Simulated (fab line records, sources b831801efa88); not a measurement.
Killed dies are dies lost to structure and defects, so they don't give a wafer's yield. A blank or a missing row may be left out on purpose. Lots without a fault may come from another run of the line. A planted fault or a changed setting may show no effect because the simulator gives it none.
Which tool did it? | flow sky130 | 12 lots, 36 wafers sampled, at 1 step of a route of 708

WHAT THE GAUGES READ, wafer by wafer
SKY_FIELD_ISO_THK_MEAS_23.
lot  | measured    | on            | FIELD_ISO_OXIDATION_01_THK (nm)
L075 | day 2 16:20 | film_metro-03 | 9.94 9.88 9.85
L077 | day 2 23:20 | film_metro-01 | 9.83 10.00 9.94
L079 | day 3 09:49 | film_metro-03 | 10.15 10.07 10.02
L081 | day 3 21:18 | film_metro-01 | 9.97 9.99 10.08
L083 | day 4 06:48 | film_metro-01 | 9.82 9.98 9.85
L085 | day 4 17:53 | film_metro-04 | 9.98 9.92 10.00
L087 | day 5 02:17 | film_metro-03 | 9.93 9.95 10.03
L089 | day 5 12:01 | film_metro-03 | 9.75 9.69 9.70
L091 | day 5 23:28 | film_metro-01 | 9.92 9.91 9.96
L093 | day 6 09:50 | film_metro-01 | 9.89 9.89 9.79
L095 | day 6 22:49 | film_metro-04 | 9.90 9.80 9.99
L097 | day 7 05:53 | film_metro-04 | 9.96 9.83 9.93

WHICH TOOL RAN EACH LOT (tool, then ch and the chambers of the sampled wafers, then the start)
The record holds no process step before these readings.

THE ANSWER, worked out from the rows above alone
Rule: what is usual is taken from the lots themselves. Put in order of their means at a reading, lots are off if they are a third of the lots or fewer, leave a main group of 4 or more, and stand apart from it by a gap of 3 or more times the standard deviation of the main group's means; of several such gaps the widest counts. A main group whose means are all the same, to the digits that the tables above print for the reading, isn't used. A lot without any number at a reading at which 4 lots or more have one is off too. The other lots that the step has rows for count as sound.
No lot is off at any reading shown: from this, nothing can be told.

WHAT THE SIMULATOR HAD PUT IN
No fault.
